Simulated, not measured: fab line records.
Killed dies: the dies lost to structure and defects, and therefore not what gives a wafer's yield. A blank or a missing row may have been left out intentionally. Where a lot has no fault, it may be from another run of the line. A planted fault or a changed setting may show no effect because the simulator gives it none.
fab line records    flow sky130
record: lots: 10  wafers: 30  last_day: 50
route steps=708 shown VT_ADJUST_PCH@152 SONOS_ONO@169 LDD_LDN@301 METAL1@436
lots that met no fault: from a run of the same line without faults
start_h: start of the lot's first displayed wafer, in hours after the record's first day    wait_h: time in hours since the lot's previous step    " as in the row above    L1.1+2: several wafers, shown together as one row    - no value, or no start was given    * or withheld: withheld    < > ~ a bound
route shown NAME@n: a module of which the file shows steps, and the number in the route of the first    usual: mean/standard deviation of fault-free wafers    same: alike in all rows    chamber/n: place in a boat    sites: per-site readings    _std_site: how widely they spread, as a standard deviation    _edge_site: the outer-site mean with the inner-site mean subtracted    radius_mm: for every site, how far away it sits from the centre of the wafer    mask NAME#n: copy n    behind: the last tool/chamber to shape the wafer    hold: what put the lot on hold/how long, in hours/how the hold closed    device: whichever transistor did not switch (one of n, p or np)    end of line: the tests these same wafers got at the end of their route    for a step that has no rows: nothing shown but its recipe    killed: the dies lost at the first sort to structure and to defects; this is not the yield of the wafer    map: a wafer's dies, x killed, . not, _ none there
set.NAME: the setting that was run; set.NAME@STEP: the one run at that earlier step    model.NAME: the simulator's own value behind a step, which no gauge read
steps of the route over a sample of lots; a table a step, a row a wafer
services: a tool's chamber out of use, with start hour (start_h, from the record's first day; less than 0 if before it), hours out, and reason
== steps ==
step: SKY_VT_ADJUST_PCH_STRIP_09
recipe: chemistry: O2/N2  power_w: 1400  pressure_mtorr: 1500  platen_temp_c: withheld  o2_flow_sccm: 3000  n2_flow_sccm: 300  overash_fraction: 0.5
usual: drypump_motor_current_A: 5.72/0.23  oes_product_au: 0.722/0.0046  strip_time_to_endpoint_s: 36.90/0.1
same: overash_fraction: 0.5
lot.wafer  tool             chamber  start_h  wait_h  drypump_motor_current_A  oes_product_au  rf_hours_counter_h  strip_time_to_endpoint_s
L756.2     plasma_asher-01  1        218.23   0.1     5.87                     0.729           41                  36.78
L756.3     "                1        "        "       5.86                     0.724           -                   36.74
L756.6     "                0        "        "       5.71                     0.718           -                   37.02
L757.1     plasma_asher-01  1        226.22   0.1     5.90                     0.727           42                  36.84
L757.5     "                1        "        "       5.87                     0.728           -                   36.82
L757.6     "                0        "        "       5.73                     0.727           -                   36.90
L764.3     plasma_asher-01  1        318.46   0.1     5.87                     0.725           -                   36.95
L764.4     "                0        "        "       5.75                     0.729           -                   36.99
L764.5     "                0        "        "       5.73                     0.725           -                   36.95
L766.1     plasma_asher-01  0        318.81   0.1     5.73                     0.724           51                  36.77
L766.2     "                1        "        "       5.89                     0.726           51                  36.80
L766.6     "                1        "        "       5.90                     0.720           -                   36.82
L767.1     plasma_asher-03  0        319.56   0.1     6.04                     0.722           63                  36.79
L767.3     "                0        "        "       6.05                     0.722           -                   36.65
L767.5     "                1        "        "       5.58                     0.713           -                   36.66
L768.1     plasma_asher-03  1        321.21   0.1     5.66                     0.720           63                  36.97
L768.2     "                0        "        "       6.04                     0.726           63                  37.02
L768.6     "                0        "        "       6.01                     0.718           -                   37.00
L769.2     plasma_asher-02  1        338.66   0.1     5.50                     0.715           63                  36.87
L769.5     "                0        "        "       5.37                     0.716           -                   36.90
L769.6     "                1        "        "       5.48                     0.724           -                   37.00
L772.2     plasma_asher-02  1        351.73   0.1     5.48                     0.723           66                  37.00
L772.4     "                0        "        "       5.35                     0.720           -                   37.06
L772.6     "                1        "        "       5.49                     0.715           -                   37.07
L778.3     plasma_asher-02  0        394.86   0.1     5.35                     0.723           -                   37.10
L778.4     "                1        "        "       5.47                     0.720           -                   36.96
L778.5     "                0        "        "       5.35                     0.715           -                   37.07
L779.1     plasma_asher-03  0        397.66   0.1     6.03                     0.722           72                  36.87
L779.4     "                0        "        "       6.02                     0.721           -                   36.89
L779.6     "                1        "        "       5.63                     0.724           -                   36.84
step: SKY_SONOS_ONO_THK_MEAS_01
recipe: reads: SiO2_of_SONOS_ONO_OXIDATION_00
usual: SONOS_ONO_OXIDATION_THK: 2.60/0.052
lot.wafer  tool           chamber  start_h  wait_h  SONOS_ONO_OXIDATION_THK[nm]
L756.2     film_metro-01  -        245.32   0.0     2.60
L756.3     "              -        "        "       2.60
L756.6     "              -        "        "       2.49
L757.1     film_metro-03  -        250.73   0.0     2.61
L757.5     "              -        "        "       2.56
L757.6     "              -        "        "       2.61
L764.3     film_metro-04  -        340.03   0.0     2.49
L764.4     "              -        "        "       2.50
L764.5     "              -        "        "       2.58
L766.1     film_metro-04  -        341.24   0.0     2.56
L766.2     "              -        "        "       2.50
L766.6     "              -        "        "       2.61
L767.1     film_metro-01  -        344.24   0.0     2.56
L767.3     "              -        "        "       2.57
L767.5     "              -        "        "       2.50
L768.1     film_metro-01  -        349.59   0.0     2.62
L768.2     "              -        "        "       2.53
L768.6     "              -        "        "       2.57
L769.2     film_metro-03  -        367.07   0.0     2.61
L769.5     "              -        "        "       2.60
L769.6     "              -        "        "       2.58
L772.2     film_metro-04  -        382.32   0.0     2.59
L772.4     "              -        "        "       2.70
L772.6     "              -        "        "       2.63
L778.3     film_metro-04  -        427.86   0.0     2.63
L778.4     "              -        "        "       2.61
L778.5     "              -        "        "       2.61
L779.1     film_metro-04  -        429.59   0.0     2.56
L779.4     "              -        "        "       2.57
L779.6     "              -        "        "       2.64
step: SKY_LDD_LDN_STRIP_12
recipe: chemistry: O2/N2  power_w: 1400  pressure_mtorr: 1500  platen_temp_c: withheld  o2_flow_sccm: 3000  n2_flow_sccm: 300  overash_fraction: 0.5
usual: drypump_motor_current_A: 5.83/0.24  oes_product_au: 0.715/0.0048  strip_time_to_endpoint_s: 14.18/0.037
same: overash_fraction: 0.5
lot.wafer  tool             chamber  start_h  wait_h  drypump_motor_current_A  oes_product_au  rf_hours_counter_h  strip_time_to_endpoint_s
L757.1     plasma_asher-01  0        537.63   0.1     5.73                     0.711           73                  14.19
L757.5     "                1        "        "       5.89                     0.714           -                   14.25
L757.6     "                0        "        "       5.71                     0.723           -                   14.18
L756.2     plasma_asher-03  0        541.34   0.1     5.99                     0.719           11                  14.21
L756.3     "                1        "        "       5.66                     0.719           -                   14.20
L756.6     "                0        "        "       6.03                     0.712           -                   14.22
L764.3     plasma_asher-01  1        627.70   0.1     5.90                     0.719           -                   14.21
L764.4     "                0        "        "       5.72                     0.723           -                   14.19
L764.5     "                0        "        "       5.72                     0.718           -                   14.21
L766.1     plasma_asher-03  0        629.91   0.1     6.04                     0.714           20                  14.24
L766.2     "                1        "        "       5.62                     0.718           20                  14.23
L766.6     "                1        "        "       5.62                     0.708           -                   14.22
L767.1     plasma_asher-01  0        629.94   0.1     5.72                     0.720           82                  14.10
L767.3     "                1        "        "       5.91                     0.713           -                   14.11
L767.5     "                1        "        "       5.89                     0.712           -                   14.11
L768.1     plasma_asher-03  0        632.38   0.1     6.06                     0.715           20                  14.19
L768.2     "                1        "        "       5.64                     0.719           20                  14.17
L768.6     "                1        "        "       5.62                     0.716           -                   14.20
L769.2     plasma_asher-03  0        656.46   0.1     6.04                     0.707           22                  14.17
L769.5     "                1        "        "       5.62                     0.719           -                   14.16
L769.6     "                0        "        "       6.04                     0.712           -                   14.18
L772.2     plasma_asher-01  0        670.54   0.1     5.75                     0.706           86                  14.20
L772.4     "                1        "        "       5.87                     0.722           -                   14.22
L772.6     "                0        "        "       5.73                     0.727           -                   14.22
L779.1     plasma_asher-03  1        711.31   0.1     5.62                     0.706           28                  14.15
L779.4     "                0        "        "       6.05                     0.715           -                   14.18
L779.6     "                0        "        "       6.04                     0.720           -                   14.16
L778.3     plasma_asher-04  0        712.97   0.1     6.59                     0.714           -                   14.22
L778.4     "                1        "        "       5.40                     0.715           -                   14.26
L778.5     "                0        "        "       6.62                     0.712           -                   14.20
step: SKY_METAL1_SPUTTER_02
recipe: material: AlCu  target_thk_nm: 250  power_w: 10600  time_s: 13.3  chamber_pressure_pa: 0.4
usual: throttle_valve_pct: 29.9/1
lot.wafer  tool            chamber  start_h  wait_h  throttle_valve_pct
L757.1     pvd_sputter-01  -        748.51   0.0     30.3
L757.5     "               -        "        "       28.9
L757.6     "               -        "        "       28.1
L756.2     pvd_sputter-03  -        752.11   0.0     29.4
L756.3     "               -        "        "       30.3
L756.6     "               -        "        "       31.3
L764.3     pvd_sputter-04  -        827.83   0.0     29.2
L764.4     "               -        "        "       30.0
L764.5     "               -        "        "       29.9
L767.1     pvd_sputter-01  -        831.57   0.0     30.3
L767.3     "               -        "        "       28.0
L767.5     "               -        "        "       28.8
L766.1     pvd_sputter-03  -        835.50   0.0     31.6
L766.2     "               -        "        "       28.7
L766.6     "               -        "        "       31.6
L768.1     pvd_sputter-03  -        836.63   0.0     29.6
L768.2     "               -        "        "       28.7
L768.6     "               -        "        "       28.5
L769.2     pvd_sputter-01  -        857.66   0.0     30.6
L769.5     "               -        "        "       28.5
L769.6     "               -        "        "       28.8
L772.2     pvd_sputter-03  -        870.09   0.0     31.6
L772.4     "               -        "        "       28.7
L772.6     "               -        "        "       31.7
L779.1     pvd_sputter-04  -        906.78   0.0     30.8
L779.4     "               -        "        "       30.8
L779.6     "               -        "        "       30.6
L778.3     pvd_sputter-01  -        909.19   0.0     27.9
L778.4     "               -        "        "       30.4
L778.5     "               -        "        "       28.0
step: SKY_METAL1_RS_MEAS_05
recipe: thk_meas_gauge: four-point-probe  reads: TiN_of_METAL1_SPUTTER_04+Ti_of_METAL1_SPUTTER_03+AlCu_of_METAL1_SPUTTER_02+TiN_of_METAL1_SPUTTER_01+Ti_of_METAL1_SPUTTER_00
usual: METAL1_ALCU_RS: 0.1272/0.0015
lot.wafer  tool           chamber  start_h  wait_h  METAL1_ALCU_RS[ohm/sq]
L757.1     film_metro-03  -        748.60   0.0     0.1271
L757.5     "              -        "        "       0.1276
L757.6     "              -        "        "       0.1267
L756.2     film_metro-03  -        752.22   0.0     0.1291
L756.3     "              -        "        "       0.1305
L756.6     "              -        "        "       0.1326
L764.3     film_metro-02  -        827.96   0.1     0.1271
L764.4     "              -        "        "       0.1262
L764.5     "              -        "        "       0.1263
L767.1     film_metro-04  -        831.66   0.0     0.1255
L767.3     "              -        "        "       0.1248
L767.5     "              -        "        "       0.1238
L766.1     film_metro-04  -        835.59   0.0     0.1297
L766.2     "              -        "        "       0.1260
L766.6     "              -        "        "       0.1293
L768.1     film_metro-03  -        836.73   0.0     0.1268
L768.2     "              -        "        "       0.1244
L768.6     "              -        "        "       0.1253
L769.2     film_metro-03  -        857.77   0.0     0.1284
L769.5     "              -        "        "       0.1271
L769.6     "              -        "        "       0.1263
L772.2     film_metro-03  -        870.20   0.0     0.1288
L772.4     "              -        "        "       0.1256
L772.6     "              -        "        "       0.1286
L779.1     film_metro-04  -        906.88   0.0     0.1286
L779.4     "              -        "        "       0.1299
L779.6     "              -        "        "       0.1275
L778.3     film_metro-02  -        909.32   0.1     0.1277
L778.4     "              -        "        "       0.1115
L778.5     "              -        "        "       0.1275
step: SKY_METAL1_THK_MEAS_06
recipe: thk_meas_gauge: xrf  reads: AlCu_of_METAL1_SPUTTER_02
usual: METAL1_ALCU_THK: 248/3.3
lot.wafer  tool           chamber  start_h  wait_h  METAL1_ALCU_THK[nm]
L757.1     film_metro-03  -        748.72   0.1     250
L757.5     "              -        "        "       248
L757.6     "              -        "        "       249
L756.2     film_metro-03  -        752.33   0.1     242
L756.3     "              -        "        "       241
L756.6     "              -        "        "       236
L764.3     film_metro-02  -        828.06   0.1     251
L764.4     "              -        "        "       252
L764.5     "              -        "        "       255
L767.1     film_metro-04  -        831.78   0.1     251
L767.3     "              -        "        "       253
L767.5     "              -        "        "       254
L766.1     film_metro-04  -        835.71   0.1     243
L766.2     "              -        "        "       250
L766.6     "              -        "        "       244
L768.1     film_metro-03  -        836.85   0.1     248
L768.2     "              -        "        "       252
L768.6     "              -        "        "       251
L769.2     film_metro-03  -        857.88   0.1     243
L769.5     "              -        "        "       249
L769.6     "              -        "        "       252
L772.2     film_metro-03  -        870.31   0.1     247
L772.4     "              -        "        "       253
L772.6     "              -        "        "       246
L779.1     film_metro-04  -        907.00   0.1     247
L779.4     "              -        "        "       246
L779.6     "              -        "        "       247
L778.3     film_metro-02  -        909.42   0.1     250
L778.4     "              -        "        "       284
L778.5     "              -        "        "       250
== services ==
tool             chamber  start_h  hours  kind
plasma_asher-03  -        218.71   0.6    repair
plasma_asher-01  -        306.60   3.4    repair
pvd_sputter-03   -        312.97   2.0    repair
plasma_asher-01  -        322.65   11.3   repair
plasma_asher-01  -        323.12   7.8    repair
plasma_asher-01  -        333.99   14.6   pm
pvd_sputter-01   -        347.10   9.9    repair
plasma_asher-03  -        421.25   9.0    pm
pvd_sputter-03   -        472.40   2.1    repair
plasma_asher-01  -        477.47   1.2    repair
pvd_sputter-01   -        509.85   3.9    repair
plasma_asher-03  -        516.59   2.8    pm
pvd_sputter-01   -        536.84   2.3    repair
pvd_sputter-01   -        566.92   11.9   repair
pvd_sputter-03   -        596.78   9.4    repair
plasma_asher-01  -        608.61   1.0    repair
pvd_sputter-01   -        689.59   3.4    repair
plasma_asher-03  -        714.82   41.4   repair
pvd_sputter-03   -        786.56   1.9    repair
plasma_asher-01  -        796.90   1.2    repair
pvd_sputter-03   -        797.75   1.2    repair
plasma_asher-03  -        857.92   4.0    repair
pvd_sputter-01   -        868.54   2.8    repair
plasma_asher-03  -        874.41   15.6   pm
== key ==
first_sign: step: SKY_METAL1_RS_MEAS_05  reading: METAL1_ALCU_RS  direction: down  sigmas: 11  usual: 0.1272  struck: 0.1115
effect: step: SKY_METAL1_THK_MEAS_06  reading: METAL1_ALCU_THK  direction: up  sigmas: 11  usual: 248  struck: 284
met_at SKY_METAL1_SPUTTER_02
struck_lots L778
struck_wafers L778.4
not_acting_at SKY_VT_ADJUST_PCH_STRIP_09,SKY_SONOS_ONO_THK_MEAS_01,SKY_LDD_LDN_STRIP_12
onset_between 857.66 909.19
fault: kind: process_parameter_drift  tool: pvd_sputter-01  chamber: -  onset_h: 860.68  steps: SKY_METAL1_SPUTTER_02  channel: time_s  offset: *  shape: step  end_h: 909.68  scope: struck_wafers_only  acts_in: *  stated: *
